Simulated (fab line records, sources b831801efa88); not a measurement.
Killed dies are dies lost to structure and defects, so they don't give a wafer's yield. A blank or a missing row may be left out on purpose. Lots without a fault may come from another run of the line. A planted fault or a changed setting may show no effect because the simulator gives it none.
Which tool did it? | flow sky130 | 24 lots, 72 wafers sampled, at 1 step of a route of 708

WHAT THE GAUGES READ, wafer by wafer
SKY_VIA3_THK_MEAS_01.
lot  | measured     | on            | VIA3_HDPCVD_THK (nm)
L075 | day 39 08:46 | film_metro-01 | 1623 1624 1625
L077 | day 40 00:09 | film_metro-01 | 1643 1627 1645
L074 | day 40 01:47 | film_metro-04 | 1624 1620 1620
L076 | day 40 02:16 | film_metro-04 | 1649 1656 1657
L078 | day 40 03:55 | film_metro-02 | 1647 1655 1665
L079 | day 40 05:42 | film_metro-04 | 1627 1600 1625
L080 | day 40 10:56 | film_metro-02 | 1640 1606 1626
L081 | day 40 19:07 | film_metro-04 | 1641 1644 1621
L082 | day 41 06:17 | film_metro-01 | 1630 1638 1633
L084 | day 41 16:16 | film_metro-02 | 1627 1648 1632
L083 | day 41 17:10 | film_metro-01 | 1642 1648 1665
L085 | day 41 19:25 | film_metro-04 | 1623 1609 1595
L086 | day 42 17:53 | film_metro-04 | 1668 1660 1618
L088 | day 43 09:28 | film_metro-04 | 1659 1606 1634
L087 | day 43 15:14 | film_metro-04 | 1630 1638 1618
L090 | day 43 20:53 | film_metro-01 | 1644 1620 1648
L089 | day 43 22:45 | film_metro-04 | 1634 1603 1648
L092 | day 44 03:40 | film_metro-04 | 1657 1691 1695
L091 | day 44 07:19 | film_metro-04 | 1630 1645 1633
L093 | day 44 10:43 | film_metro-04 | 1600 1643 1610
L094 | day 44 18:04 | film_metro-01 | 1617 1603 1617
L095 | day 45 02:46 | film_metro-04 | 1638 1643 1636
L096 | day 45 08:53 | film_metro-04 | 1658 1640 1617
L097 | day 45 13:25 | film_metro-04 | 1674 1653 1667

WHICH TOOL RAN EACH LOT (tool, then ch and the chambers of the sampled wafers, then the start)
The record holds no process step before these readings.

WHAT THE TOOLS THEMSELVES READ (means of the sampled wafers that have a number; where no wafer has one, the mark that the record gives instead)
The record holds no such reading with a usual standard deviation.

THE ANSWER, worked out from the rows above alone
Rule: what is usual is taken from the lots themselves. Put in order of their means at a reading, lots are off if they are a third of the lots or fewer, leave a main group of 4 or more, and stand apart from it by a gap of 3 or more times the standard deviation of the main group's means; of several such gaps the widest counts. A main group whose means are all the same, to the digits that the tables above print for the reading, isn't used. A lot without any number at a reading at which 4 lots or more have one is off too. The other lots that the step has rows for count as sound. The gauges are gone through in route order, then the tools' own readings, and for those a lot's mean is taken as printed above. The first step at which some lot is off is used, and at that step the reading that is off furthest; a lot without a number counts as furthest.
No lot is off at any reading shown: from this, nothing can be told.

WHAT THE SIMULATOR HAD PUT IN
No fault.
